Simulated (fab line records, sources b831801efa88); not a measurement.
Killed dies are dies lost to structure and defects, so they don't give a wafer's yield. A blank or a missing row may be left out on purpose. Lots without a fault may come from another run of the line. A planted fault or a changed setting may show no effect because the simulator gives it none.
Problem report in the 8D (eight disciplines) form, filled by code | flow gf180mcu | the parts of the form that need people (team, actions taken, sign-off) are left out

1. THE PROBLEM
cd_nm at GF_TOP_METAL_CD_MEAS_14 reads a mean of 458.2 nm on 6 wafers of 2 lots; wafers without a fault read 440.4 nm with a standard deviation of 2.6. That is +6.9 standard deviations from the usual mean.
The step: target cd 440 nm.
First seen on wafer L159.1, day 33 07:48, on cd_sem-02. The record holds 36 wafers of 12 lots with a number at this step. Rule for "out", or "out of limits": more than 4 standard deviations from the usual mean. The other wafers with a number count as sound.

2. WHAT IT IS AND WHAT IT IS NOT
question                    | is                     | is not
which readings at this step | cd_nm                  | -
which lots                  | L159, L165             | L144, L146, L147, L148, L150, L153, L154, L156, L160, L166
which wafers of those lots  | all that have a number | -
read on which gauges        | cd_sem-01, cd_sem-02   | -
when                        | from day 33 07:48      | up to then (24 sound wafers); but 6 sound wafers of L160, L166 came after

3. SUSPECTS, AND WHAT RULES EACH OUT
Counting: a tool at a process step up to the reading stays a suspect if it ran every lot that is out and no sound lot after the first of them.
- the gauge at GF_TOP_METAL_CD_MEAS_14: ruled out. The wafers that are out were read on 2 gauges (cd_sem-01, cd_sem-02).
- iline_stepper-02 at GF_TOP_METAL_EXPOSE_11 (exposes mask MetalTop, target cd 440 nm): kept. It ran every lot that is out, first L159 (day 32 23:50), and no sound lot after that; its last sound lot up to then is L154 (day 31 13:52). Its own readings are out on those wafers: exposure_dose_mJ_cm2.
Left after counting: iline_stepper-02 at GF_TOP_METAL_EXPOSE_11.

4. THE CAUSE (what the simulator had put in)
Process parameter drift: iline_stepper-02, from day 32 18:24 on, at GF_TOP_METAL_EXPOSE_11. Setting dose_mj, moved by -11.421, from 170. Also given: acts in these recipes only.
Counting left only this tool.

5. THE CHAIN OF EFFECTS, in route order
Each row: a reading whose mean over the struck wafers that have a number lies more than 3 standard deviations from the usual. Only readings for which the record gives a usual standard deviation are gone through. hours: the time from each lot's start at the first step in this table that gives one to its start at this step, as a median over the lots. sigmas: the change in usual standard deviations.
hours | step                    | reading              | usual    | on struck wafers | change | sigmas
0     | GF_TOP_METAL_EXPOSE_11  | exposure_dose_mJ_cm2 | 168.13   | 158.00           | -10.13 | -60
8     | GF_TOP_METAL_CD_MEAS_14 | cd_nm                | 440.4 nm | 458.2            | +17.8  | +6.9
The process steps in it:
- GF_TOP_METAL_EXPOSE_11: exposes mask MetalTop, target cd 440 nm.

6. WHAT WOULD HAVE CAUGHT IT SOONER
In this record the first reading out of limits at a measuring or inspecting step was taken at day 33 07:48, 13 hours after the fault began at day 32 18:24.
The tool's own readings at GF_TOP_METAL_EXPOSE_11 were out on every struck wafer that the step has a row for (exposure_dose_mJ_cm2): an alarm limit on them would have fired on the first of those.
Of the lots that are out (2), L165 began GF_TOP_METAL_EXPOSE_11 on iline_stepper-02 after day 33 07:48. A hold on the tool at that time would have spared it.
